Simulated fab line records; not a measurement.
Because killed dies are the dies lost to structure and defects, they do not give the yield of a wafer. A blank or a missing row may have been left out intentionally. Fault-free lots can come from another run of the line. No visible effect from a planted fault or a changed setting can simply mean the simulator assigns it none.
One fault through the eyes of 2 desks    flow sky130    what lay behind the numbers comes last; until then each desk has only its own

FOR THE TOOL OWNER'S DESK: rie-metal-02
The tool's own readings at SKY_METAL2_ETCH_18 (etches BARC in N2/H2, stops on SiO2, time 45.9 s, target depth 60 nm): means of the sampled wafers that have a number, for each lot that ran on this tool. If a lot's mean is further than 4 standard deviations from the usual mean, the lot is out of limits and carries the mark OUT (the distance appears in the brackets).
Columns: A = bias-w at SKY_METAL2_ETCH_18, usual 99.98 W; B = drypump-motor-current-A at SKY_METAL2_ETCH_18, usual 5.7 A; C = oes-product-au at SKY_METAL2_ETCH_18, usual 0.854 a.u.; D = rf-fwd-power-W at SKY_METAL2_ETCH_18, usual 495.6 W; E = throttle-valve-pct at SKY_METAL2_ETCH_18, usual 13.224 %
lot   first seen here  A       B    C      D      E
L577  day 38 10:20     100.09  6.0  0.850  497.9  13.228
L578  day 39 02:53     100.01  5.8  0.854  497.1  13.222
L580  day 39 09:07     100.23  6.0  0.852  495.7  13.236
Finding of this desk: none of the 3 lots has anything out of limits.

METROLOGY DESK
What the gauges read for every lot (on any tool): the sampled wafers with a number, averaged. If a lot's mean is further than 4 standard deviations from the usual mean, the lot is out of limits and carries the mark OUT (the distance appears in the brackets).
Columns: A = METAL2_ALCU_THK at SKY_METAL2_THK_MEAS_06, usual 251 nm; B = cd-nm at SKY_METAL2_CD_MEAS_15, usual 139.8 nm; C = METAL2_OVL at SKY_METAL2_OVL_MEAS_16, usual 4 nm
lot   first seen here  A    B      C
L570  day 35 02:31     248  138.5  4
L577  day 37 08:34     247  137.9  8
L578  day 38 00:54     250  141.6  13
L580  day 38 08:17     250  138.1  7
L588  day 40 15:20     252  140.7  6
L589  day 40 15:44     255  138.4  -5
Finding of this desk: none of the 6 lots has anything out of limits.

TAKEN TOGETHER
Nothing out of limits was seen by the tool owner's desk.
The metrology desk saw nothing out of limits.

WHAT THE SIMULATOR PUT IN
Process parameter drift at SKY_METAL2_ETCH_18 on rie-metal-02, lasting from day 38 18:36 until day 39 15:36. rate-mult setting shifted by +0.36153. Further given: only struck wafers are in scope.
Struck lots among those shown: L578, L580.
